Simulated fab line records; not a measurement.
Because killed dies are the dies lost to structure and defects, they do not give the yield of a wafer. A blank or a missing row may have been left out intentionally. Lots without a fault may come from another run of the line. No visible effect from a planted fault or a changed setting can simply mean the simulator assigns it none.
A lot that was struck, set against a sound lot -- flow sky130 -- 24 out of 708 route steps
Sound: the wafers L198.1, L198.4, L198.5. Struck: wafers L211.1, L211.3, L211.4. At the end, the cause is stated.
For every step that has rows: the tool of each side, followed by ch and its chambers, followed by its first start. Under that, the readings that differ: sound wafers -- struck wafers -- difference of the means -- sigmas: that difference in standard deviations of wafers without a fault.
alike: same words and numbers on both sides, and readings whose means sit less than 2 such deviations apart. not compared: any withheld reading, any reading some wafer has no value for, any bound like >300 that may hide the same value, and any number with overlapping values for which the record gives no deviation.
The two part at a step that has a row with sigmas, a row that says differs or no value, or rows on one side only. When numbers do not overlap yet have no deviation, they are printed without sigmas and do not part them. A reading missing from all wafers of one side parts the sides only when that side holds two or more wafers.

first, 2 steps without rows for these wafers: SKY_LOCAL_INTERCONNECT_CLEAN_17 (cleans in IPA, time 180 s); SKY_LOCAL_INTERCONNECT_CLEAN_18 (cleans in O3/DIW).
SKY_CONTACT_CVD_00: deposits Si3N4, target thk 75 nm.
  sound on pecvd-01 ch 0,1, day 32 07:47; struck on pecvd-02 ch 1,2, day 36 08:43
  alike: heater_power_w
SKY_CONTACT_THK_MEAS_01:
  sound on film_metro-03 at day 32 07:49; struck on film_metro-03 at day 36 08:45
  alike: CONTACT_CVD_00_THK
then, 1 step without rows for these wafers: SKY_CONTACT_HDPCVD_02 (deposits SiO2, target thk 565 nm, time 94.2 s).
SKY_CONTACT_THK_MEAS_03:
  sound on film_metro-02 at day 32 07:56; struck on film_metro-01 at day 36 08:52
  alike: CONTACT_HDPCVD_THK
SKY_CONTACT_CMP_04: polishes SiO2.
  sound on cmp-02 ch 0,1,2, day 32 08:00; struck on cmp-02 ch 0,1,2, day 36 08:56
  alike: motor_current_A, retaining_ring_pressure_frac, time_to_endpoint_s
SKY_CONTACT_BOW_MEAS_05:
  sound on film_metro-01 at day 32 08:18; struck on film_metro-03 at day 36 09:14
  alike: CONTACT_BOW
then, 4 steps without rows for these wafers: SKY_CONTACT_DEHYDRATE_06 (time 60 s); SKY_CONTACT_HMDS_07 (prime time 60 s); SKY_CONTACT_COAT_08 (resist thk 60 nm); SKY_CONTACT_COAT_09 (resist thk 450 nm).
SKY_CONTACT_SOFTBAKE_10: time 88.51 s.
  sound on litho_track-03 ch 0, day 32 20:00; struck on litho_track-04 ch 0, day 36 23:00
reading,sound,struck,difference,sigmas
heater_power_total_W (W),57.61 57.80 57.58,68.55 68.47 68.51,+10.85,+72
plate_temp_C (C),100.17 100.33 100.26,113.56 113.57 113.38,+13.25,+99 or more
model.KrF-thick_of_CONTACT_COAT_09.thk_nm (nm),448.8 449 449.5,441.6 443 443.1,-6.5,
  alike: resist_line_temp_C
then, 3 steps without rows for these wafers: SKY_CONTACT_EXPOSE_11 (exposes mask CTM1, target cd 170 nm); SKY_CONTACT_PEB_12; SKY_CONTACT_DEVELOP_13 (develop time 60 s).
SKY_CONTACT_CD_MEAS_14: the cd target is 170 nm.
  sound on cd_sem-02 at day 33 10:16; struck on cd_sem-01 at day 37 12:55
reading,sound,struck,difference,sigmas
cd_nm (nm),169.9 170.4 171.2,180.6 179.2 180.9,+9.7,+7
SKY_CONTACT_OVL_MEAS_15:
  sound on overlay-01 at day 33 10:23; struck on overlay-02 at day 37 13:02
  alike: CONTACT_OVL
SKY_CONTACT_ETCH_16: etches BARC in N2/H2, stops on SiO2, time 45.9 s, target depth 60 nm.
  sound on rie_diel-04 ch 0,2, day 33 10:25; struck on rie_diel-02 ch 0,1,2, day 37 13:04
reading,sound,struck,difference,sigmas
model.CONTACT.cd_nm (nm),170.8 171 171.5,181.1 179.2 180.8,+9.3,
  alike: bias_w, drypump_motor_current_A, oes_product_au, throttle_valve_pct
  not compared: rf_hours_counter_h
SKY_CONTACT_ETCH_17: etches SiO2 in C4F8/O2/Ar, stops on Si3N4, target depth 340 nm.
  sound on rie_diel-04 ch 0,2, day 33 10:28; struck on rie_diel-02 ch 0,1,2, day 37 13:07
  alike: bias_w, oes_product_au
SKY_CONTACT_ETCH_18: etches Si3N4 in CHF3/O2, stops on TiN, time 39 s, target depth 75 nm.
  sound on rie_diel-04 ch 0,2; struck on rie_diel-02 ch 0,1,2
reading,sound,struck,difference,sigmas
model.CONTACT.cd_nm (nm),170.7 170.9 171.3,181 179 180.8,+9,
model.KrF-thick_of_CONTACT_COAT_09.thk_nm (nm),246.2 244.4 244.3,236.7 240 238.1,-6.7,
  alike: bias_w, drypump_motor_current_A, oes_product_au, throttle_valve_pct
  not compared: rf_hours_counter_h
SKY_CONTACT_STRIP_19: strips in O2/N2.
  sound on plasma_asher-01 ch 0,1, day 33 10:33; struck on plasma_asher-01 ch 0,1, day 37 13:12
reading,sound,struck,difference,sigmas
strip_time_to_endpoint_s (s),3.629 3.643 3.627,3.556 3.577 3.566,-0.067,-3
  alike: drypump_motor_current_A, o2_flow_sccm, oes_product_au
  not compared: rf_hours_counter_h
then, 1 step without rows for these wafers: SKY_CONTACT_STRIP_20 (strips in post etch residue remover, time 1200 s).
-- the record jumps here: 13 days lie between the struck wafers' starts before and after (it left off in module CONTACT and takes up again in module PAD_OPEN, whose first step shown is number 708 of the route) --
SKY_PAD_OPEN_PROBE_99:
  sound on prober-01 at day 47 03:47; struck on prober-02 at day 50 02:52
reading,sound,struck,difference,sigmas
model.etest.mcon_chain.rc_ohm,17 16.34 16.73,15.87 16.24 16.02,-0.65,
  alike: killed_at_M0_to_M3, killed_at_M4_up, killed_at_contacts, killed_at_front_end, killed_at_other, killed_dies, killed_open, killed_short

## WHERE THEY PART
Last at SKY_CONTACT_STRIP_19 as far as this record goes, first at SKY_CONTACT_SOFTBAKE_10. Later steps at which nothing parts them and some readings are alike: SKY_PAD_OPEN_PROBE_99.

WHY: the cause the simulator had injected
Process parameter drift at SKY_CONTACT_SOFTBAKE_10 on litho_track-04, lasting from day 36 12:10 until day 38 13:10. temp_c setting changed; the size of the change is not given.
